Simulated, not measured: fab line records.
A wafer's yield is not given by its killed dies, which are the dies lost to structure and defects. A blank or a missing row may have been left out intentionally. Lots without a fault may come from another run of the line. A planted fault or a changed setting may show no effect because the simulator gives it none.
Which tool was responsible? / flow gf180mcu / 39 wafers from 13 lots sampled at 6 of the route's 602 steps

== WHAT THE GAUGES SHOWED, per wafer ==
GF_NWELL_TW_MEAS_11. Usual: for NWELL_TW the level is 1579 and the standard deviation is 13.
lot=L184; measured=day 3 08:34; on=film_metro-01; NWELL_TW=1567 1564 1569; flag=
lot=L186; measured=day 3 19:26; on=film_metro-04; NWELL_TW=1565 1570 1571; flag=
lot=L187; measured=day 3 23:58; on=film_metro-03; NWELL_TW=1604 1603 1595; flag=
lot=L189; measured=day 4 11:57; on=film_metro-01; NWELL_TW=1569 1563 1570; flag=
lot=L190; measured=day 4 16:14; on=film_metro-03; NWELL_TW=1597 1599 1588; flag=
lot=L191; measured=day 4 22:16; on=film_metro-04; NWELL_TW=1575 1569 1574; flag=
lot=L192; measured=day 5 04:41; on=film_metro-03; NWELL_TW=1591 1593 1594; flag=
lot=L193; measured=day 5 07:19; on=film_metro-04; NWELL_TW=1573 1571 1567; flag=
lot=L194; measured=day 5 13:27; on=film_metro-03; NWELL_TW=1488 1489 1482; flag=OFF
lot=L195; measured=day 5 18:40; on=film_metro-01; NWELL_TW=1459 1467 1463; flag=OFF
lot=L204; measured=day 8 03:52; on=film_metro-01; NWELL_TW=1568 1570 1563; flag=
lot=L206; measured=day 8 15:08; on=film_metro-01; NWELL_TW=1559 1562 1563; flag=
lot=L205; measured=day 8 16:01; on=film_metro-03; NWELL_TW=1588 1585 1581; flag=

GF_MVSD_OVL_MEAS_07. Usual: for MVSD_OVL the level is 0.1 nm and the standard deviation is 1.5.
lot=L184; measured=day 4 10:33; on=overlay-01; MVSD_OVL (nm)=-0.7 1.0 0.6; flag=
lot=L186; measured=day 4 22:37; on=overlay-01; MVSD_OVL (nm)=-0.9 -0.7 -1.9; flag=
lot=L187; measured=day 5 01:59; on=overlay-01; MVSD_OVL (nm)=-0.8 -0.4 2.0; flag=
lot=L189; measured=day 5 15:14; on=overlay-02; MVSD_OVL (nm)=-2.3 -2.0 -1.7; flag=
lot=L190; measured=day 5 21:11; on=overlay-01; MVSD_OVL (nm)=0.6 -0.1 -0.9; flag=
lot=L191; measured=day 6 01:50; on=overlay-01; MVSD_OVL (nm)=1.4 -0.7 1.7; flag=
lot=L192; measured=day 6 09:29; on=overlay-01; MVSD_OVL (nm)=-1.5 -2.2 -2.4; flag=
lot=L193; measured=day 6 12:36; on=overlay-02; MVSD_OVL (nm)=-0.3 -1.2 -0.3; flag=
lot=L194; measured=day 6 17:00; on=overlay-01; MVSD_OVL (nm)=-0.1 -0.3 1.9; flag=
lot=L195; measured=day 6 23:20; on=overlay-02; MVSD_OVL (nm)=1.7 2.3 0.7; flag=
lot=L204; measured=day 9 12:58; on=overlay-02; MVSD_OVL (nm)=0.1 0.0 -0.6; flag=
lot=L206; measured=day 10 00:02; on=overlay-02; MVSD_OVL (nm)=0.1 -0.3 0.8; flag=
lot=L205; measured=day 10 01:27; on=overlay-01; MVSD_OVL (nm)=-1.8 -0.2 -1.4; flag=

GF_MVSD_TW_MEAS_11. Usual: for MVSD_TW the level is 1574 and the standard deviation is 10.
lot=L184; measured=day 4 11:01; on=film_metro-04; MVSD_TW=1565 1574 1564; flag=
lot=L186; measured=day 4 23:04; on=film_metro-04; MVSD_TW=1572 1569 1569; flag=
lot=L187; measured=day 5 02:25; on=film_metro-01; MVSD_TW=1569 1574 1566; flag=
lot=L189; measured=day 5 15:41; on=film_metro-04; MVSD_TW=1568 1566 1567; flag=
lot=L190; measured=day 5 21:37; on=film_metro-03; MVSD_TW=1592 1594 1600; flag=
lot=L191; measured=day 6 02:16; on=film_metro-01; MVSD_TW=1571 1571 1577; flag=
lot=L192; measured=day 6 09:56; on=film_metro-01; MVSD_TW=1569 1565 1569; flag=
lot=L193; measured=day 6 18:05; on=film_metro-01; MVSD_TW=1566 1565 1574; flag=
lot=L194; measured=day 6 17:27; on=film_metro-03; MVSD_TW=1583 1587 1592; flag=
lot=L195; measured=day 6 23:46; on=film_metro-03; MVSD_TW=1592 1598 1585; flag=
lot=L204; measured=day 9 13:31; on=film_metro-04; MVSD_TW=1563 1568 1561; flag=
lot=L206; measured=day 10 00:28; on=film_metro-04; MVSD_TW=1563 1565 1560; flag=
lot=L205; measured=day 10 01:53; on=film_metro-01; MVSD_TW=1572 1569 1568; flag=

GF_VT_IMPLANT_OVL_MEAS_29. Usual: for VT_IMPLANT_02_OVL the level is -0.3 nm and the standard deviation is 1.5.
lot=L184; measured=day 6 19:42; on=overlay-01; VT_IMPLANT_02_OVL (nm)=-0.3 -0.6 2.1; flag=
lot=L186; measured=day 7 08:44; on=overlay-01; VT_IMPLANT_02_OVL (nm)=-1.6 -0.8 -2.6; flag=
lot=L187; measured=day 7 10:42; on=overlay-02; VT_IMPLANT_02_OVL (nm)=0.9 1.9 -1.7; flag=
lot=L189; measured=day 8 02:05; on=overlay-02; VT_IMPLANT_02_OVL (nm)=0.1 2.4 1.2; flag=
lot=L190; measured=day 8 07:47; on=overlay-01; VT_IMPLANT_02_OVL (nm)=0.1 -2.2 -0.5; flag=
lot=L191; measured=day 8 15:53; on=overlay-02; VT_IMPLANT_02_OVL (nm)=1.2 0.0 -0.1; flag=
lot=L192; measured=day 8 22:20; on=overlay-02; VT_IMPLANT_02_OVL (nm)=3.4 2.5 2.5; flag=
lot=L193; measured=day 9 08:51; on=overlay-01; VT_IMPLANT_02_OVL (nm)=0.4 0.6 -0.2; flag=
lot=L194; measured=day 9 07:49; on=overlay-02; VT_IMPLANT_02_OVL (nm)=-3.2 -0.9 -1.6; flag=
lot=L195; measured=day 9 15:35; on=overlay-01; VT_IMPLANT_02_OVL (nm)=0.7 -0.8 0.7; flag=
lot=L204; measured=day 12 13:20; on=overlay-01; VT_IMPLANT_02_OVL (nm)=-1.5 -1.7 -2.0; flag=
lot=L206; measured=day 13 01:29; on=overlay-01; VT_IMPLANT_02_OVL (nm)=-1.7 -1.9 -1.9; flag=
lot=L205; measured=day 13 03:32; on=overlay-02; VT_IMPLANT_02_OVL (nm)=-1.8 -0.8 1.6; flag=

GF_VT_IMPLANT_RS_MEAS_47: measures by four-point-probe. Usual: for NWELL_RS the level is 486.6 ohm/sq and the standard deviation is 1.1.
lot=L184; measured=day 7 11:12; on=film_metro-03; NWELL_RS (ohm/sq)=486.7 487.3 485.8; flag=
lot=L186; measured=day 8 01:46; on=film_metro-03; NWELL_RS (ohm/sq)=486.6 485.8 485.6; flag=
lot=L187; measured=day 8 02:57; on=film_metro-04; NWELL_RS (ohm/sq)=488.1 486.7 487.1; flag=
lot=L189; measured=day 8 19:07; on=film_metro-03; NWELL_RS (ohm/sq)=488.6 488.0 486.8; flag=
lot=L190; measured=day 9 00:46; on=film_metro-04; NWELL_RS (ohm/sq)=486.3 487.2 488.4; flag=
lot=L191; measured=day 9 08:54; on=film_metro-03; NWELL_RS (ohm/sq)=484.2 485.4 484.8; flag=
lot=L192; measured=day 9 16:26; on=film_metro-01; NWELL_RS (ohm/sq)=486.0 487.3 486.5; flag=
lot=L193; measured=day 10 02:22; on=film_metro-04; NWELL_RS (ohm/sq)=485.5 485.8 487.1; flag=
lot=L194; measured=day 10 01:52; on=film_metro-03; NWELL_RS (ohm/sq)=557.7 558.5 558.7; flag=OFF
lot=L195; measured=day 10 08:49; on=film_metro-01; NWELL_RS (ohm/sq)=559.4 559.8 559.9; flag=OFF
lot=L204; measured=day 13 09:46; on=film_metro-03; NWELL_RS (ohm/sq)=487.2 486.8 485.7; flag=
lot=L206; measured=day 13 22:25; on=film_metro-04; NWELL_RS (ohm/sq)=485.0 485.6 486.5; flag=
lot=L205; measured=day 14 00:01; on=film_metro-04; NWELL_RS (ohm/sq)=485.9 486.6 488.4; flag=

== WHICH TOOL RAN EACH LOT (tool, then ch and the chambers of the sampled wafers, then the start) ==
lot=L184; GF_NWELL_IMPLANT_08=implanter-03 ch 0, day 3 08:10
lot=L186; GF_NWELL_IMPLANT_08=implanter-01 ch 0, day 3 19:02
lot=L187; GF_NWELL_IMPLANT_08=implanter-03 ch 0, day 3 23:34
lot=L189; GF_NWELL_IMPLANT_08=implanter-04 ch 0, day 4 11:34
lot=L190; GF_NWELL_IMPLANT_08=implanter-04 ch 0, day 4 15:50
lot=L191; GF_NWELL_IMPLANT_08=implanter-04 ch 0, day 4 21:52
lot=L192; GF_NWELL_IMPLANT_08=implanter-03 ch 0, day 5 04:19
lot=L193; GF_NWELL_IMPLANT_08=implanter-03 ch 0, day 5 06:55
lot=L194; GF_NWELL_IMPLANT_08=implanter-03 ch 0, day 5 13:05
lot=L195; GF_NWELL_IMPLANT_08=implanter-03 ch 0, day 5 18:16
lot=L204; GF_NWELL_IMPLANT_08=implanter-01 ch 0, day 8 03:28
lot=L206; GF_NWELL_IMPLANT_08=implanter-04 ch 0, day 8 14:44
lot=L205; GF_NWELL_IMPLANT_08=implanter-01 ch 0, day 8 15:37
- GF_NWELL_IMPLANT_08

== WHAT THE TOOLS THEMSELVES READ (means of the sampled wafers that have a number; where no wafer has one, the mark that the record gives instead) ==
GF_NWELL_IMPLANT_08. Usual: dose_ions_cm2 1.5001e+13, standard deviation 1.5e+10; faraday_current_uA 84.5, standard deviation 1.6.
lot=L184 tool=implanter-03 dose_ions_cm2=1.5005e+13 faraday_current_uA=83.1 flag=
lot=L186 tool=implanter-01 dose_ions_cm2=1.5010e+13 faraday_current_uA=85.1 flag=
lot=L187 tool=implanter-03 dose_ions_cm2=1.4979e+13 faraday_current_uA=84.0 flag=
lot=L189 tool=implanter-04 dose_ions_cm2=1.5001e+13 faraday_current_uA=84.3 flag=
lot=L190 tool=implanter-04 dose_ions_cm2=1.5012e+13 faraday_current_uA=85.9 flag=
lot=L191 tool=implanter-04 dose_ions_cm2=1.4990e+13 faraday_current_uA=84.0 flag=
lot=L192 tool=implanter-03 dose_ions_cm2=1.5012e+13 faraday_current_uA=85.1 flag=
lot=L193 tool=implanter-03 dose_ions_cm2=1.5005e+13 faraday_current_uA=84.7 flag=
lot=L194 tool=implanter-03 dose_ions_cm2=1.1605e+13 faraday_current_uA=66.2 flag=OFF
lot=L195 tool=implanter-03 dose_ions_cm2=1.1619e+13 faraday_current_uA=64.3 flag=OFF
lot=L204 tool=implanter-01 dose_ions_cm2=1.5012e+13 faraday_current_uA=84.2 flag=
lot=L206 tool=implanter-04 dose_ions_cm2=1.4998e+13 faraday_current_uA=85.5 flag=
lot=L205 tool=implanter-01 dose_ions_cm2=1.5011e+13 faraday_current_uA=85.2 flag=

== THE ANSWER, worked out from the rows above alone ==
Rule: a lot counts as off when the mean over its wafers that have a number is more than 3 standard deviations away from the usual mean. A lot without any number at a reading at which 4 lots or more have one is off too. Where the step has rows for the other lots, those lots are counted as sound. The gauges are gone through in route order, then the tools' own readings, and for those a lot's mean is taken as printed above. At the first step where some lot is off, the reading lying furthest off is the one used; lots without a number count as furthest.
Off: L194, L195, seen at GF_NWELL_TW_MEAS_11 (NWELL_TW).
A tool fits if, at a process step before that reading, it ran every lot that is off, and no sound lot after the first of them. Not tried: the gauges at GF_NWELL_TW_MEAS_11; whatever is off there is also off at GF_NWELL_IMPLANT_08, on other tools, and gauge error can't account for it. One fits: implanter-03 at GF_NWELL_IMPLANT_08. A fault onset in the window from L193 (day 5 06:55, its last sound lot) to L194 (day 5 13:05, its first lot off) fits.
The tool's own readings at GF_NWELL_IMPLANT_08 bear it out: on the lots that are off they differ by more than 5 times the standard deviation of the sound lots' means. dose_ions_cm2 reads 1.1612e+13 there against 1.5003e+13 on the sound lots; faraday_current_uA reads 65.2 there against 84.6 on the sound lots.

== WHAT THE SIMULATOR HAD INSERTED ==
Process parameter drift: implanter-03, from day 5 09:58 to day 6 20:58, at GF_NWELL_IMPLANT_08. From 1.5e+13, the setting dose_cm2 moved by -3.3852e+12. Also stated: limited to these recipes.
Shown lots that were struck: L194, L195. The same result came from the rule above.
